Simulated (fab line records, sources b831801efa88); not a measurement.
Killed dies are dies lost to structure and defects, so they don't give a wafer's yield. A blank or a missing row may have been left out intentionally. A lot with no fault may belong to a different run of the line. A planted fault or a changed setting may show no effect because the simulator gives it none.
Comparing a struck lot with a sound one :: flow sky130 :: 19 out of 708 route steps
Sound: the wafers L176.2, L176.3, L176.4. Struck: wafer L183.3; the same lot's L183.1 was not struck, so it is left out; see the end for the cause.
Order at every step that has rows: each side's tool, ch and its chambers, its first start. Under that, the readings that differ: sound wafers :: struck wafers :: difference of the means :: sigmas: that difference in standard deviations of wafers without a fault.
alike: readings whose means differ by less than 2 such deviations, and words and numbers that are the same on both sides. not compared: withheld readings, readings that some wafer has no value for, bounds like >300 that may hide the same value, and numbers for which the record gives no deviation and whose values overlap.
The two part at a step that has a row with sigmas, a row that says differs or no value, or rows on one side only. When numbers do not overlap yet have no deviation, they are printed without sigmas and do not part them. Lack of a reading on every wafer of one side parts them only where that side has two or more wafers.

SKY_METAL4_STRIP_19: strips in O2/N2.
  sound on plasma-asher-02 ch 0,1, day 42 23:26; struck on plasma-asher-02 ch 1, day 44 20:50
  alike: drypump-motor-current-A, oes-product-au, strip-time-to-endpoint-s
  not compared: rf-hours-counter-h
then, 4 steps without rows for these wafers: SKY_METAL4_STRIP_20 (strips in post etch residue remover, time 1200 s); SKY_METAL4_CLEAN_21 (cleans in IPA, time 180 s); SKY_METAL4_CLEAN_22 (cleans in O3/DIW); SKY_VIA4_HDPCVD_00 (deposits SiO2, target thk 1750 nm, time 291.7 s).
SKY_VIA4_THK_MEAS_01:
  sound on film-metro-01 at day 43 00:13; struck on film-metro-02 at day 44 21:40
reading: VIA4_HDPCVD_THK (nm)
sound: 1764 1774 1770
struck: 1695
difference: -74
sigmas: -2
SKY_VIA4_CMP_02: polishes SiO2.
  sound on cmp-02 ch 0,2,3, day 43 00:16; struck on cmp-02 ch 1, day 44 21:46
  alike: motor-current-A
SKY_VIA4_BOW_MEAS_03:
  sound on film-metro-03 at day 43 00:35; struck on film-metro-03 at day 44 22:04
reading: VIA4_BOW (um)
sound: 89 73 86
struck: 66
difference: -17
sigmas: -2
then, 4 steps without rows for these wafers: SKY_VIA4_DEHYDRATE_04 (time 60 s); SKY_VIA4_HMDS_05 (prime time 60 s); SKY_VIA4_COAT_06 (resist thk 1140 nm); SKY_VIA4_SOFTBAKE_07 (time 60 s).
SKY_VIA4_EXPOSE_08: exposes mask VIM4, target cd 800 nm.
  sound on iline-stepper-02 ch 0, day 43 12:10; struck on iline-stepper-02 ch 0, day 45 08:35
  alike: mask, focus-offset-nm
then, 2 steps without rows for these wafers: SKY_VIA4_PEB_09; SKY_VIA4_DEVELOP_10 (develop time 60 s).
SKY_VIA4_OVL_MEAS_11:
  sound on overlay-01 at day 43 23:15; struck on overlay-01 at day 45 19:38
  alike: VIA4_OVL
SKY_VIA4_ETCH_12: etches SiO2 in C4F8/O2/Ar, stops on TiN, target depth 580 nm.
  sound on rie-diel-01 ch 1,2,3, day 43 23:17; struck on rie-diel-01 ch 0, day 45 19:41
reading: model.VIA4.cd-nm (nm)
sound: 804.1 805.9 805.7
struck: 842
difference: +37
sigmas: 
  alike: oes-product-au
SKY_VIA4_STRIP_13: strips in O2/N2.
  sound on plasma-asher-03 ch 0,1, day 43 23:21; struck on plasma-asher-04 ch 1, day 45 19:45
  alike: drypump-motor-current-A, oes-product-au, strip-time-to-endpoint-s
  not compared: rf-hours-counter-h
-- the record jumps here: 3 days lie between the struck wafers' starts before and after (it left off in module VIA4 and takes up again in module PAD_OPEN, whose first step shown is number 708 of the route) --
SKY_PAD_OPEN_PROBE_99:
  sound on prober-02 at day 46 20:28; struck on prober-02 at day 48 11:57
reading: model.etest.via4-chain.rc-ohm
sound: 0.7825 0.8193 0.8205
struck: 0.7726
difference: -0.0348
sigmas: 
  alike: defect-limited-yield, killed_at_M0_to_M3, killed_at_M4_up, killed-at-contacts, killed-at-front-end, killed-at-other, killed-dies, killed-open, killed-short, sort_bin_3_pad_short, sort_bin_5_function, sort_bin_6_memory, sort-n-pass, sort-yield-pct

== WHERE THEY PART ==
At SKY_VIA4_THK_MEAS_01 first; at SKY_VIA4_BOW_MEAS_03 last (within this record only). Later steps at which nothing parts them and some readings are alike: SKY_VIA4_EXPOSE_08, SKY_VIA4_OVL_MEAS_11, SKY_VIA4_ETCH_12, SKY_VIA4_STRIP_13, SKY_PAD_OPEN_PROBE_99.

WHY: what the simulator had put in
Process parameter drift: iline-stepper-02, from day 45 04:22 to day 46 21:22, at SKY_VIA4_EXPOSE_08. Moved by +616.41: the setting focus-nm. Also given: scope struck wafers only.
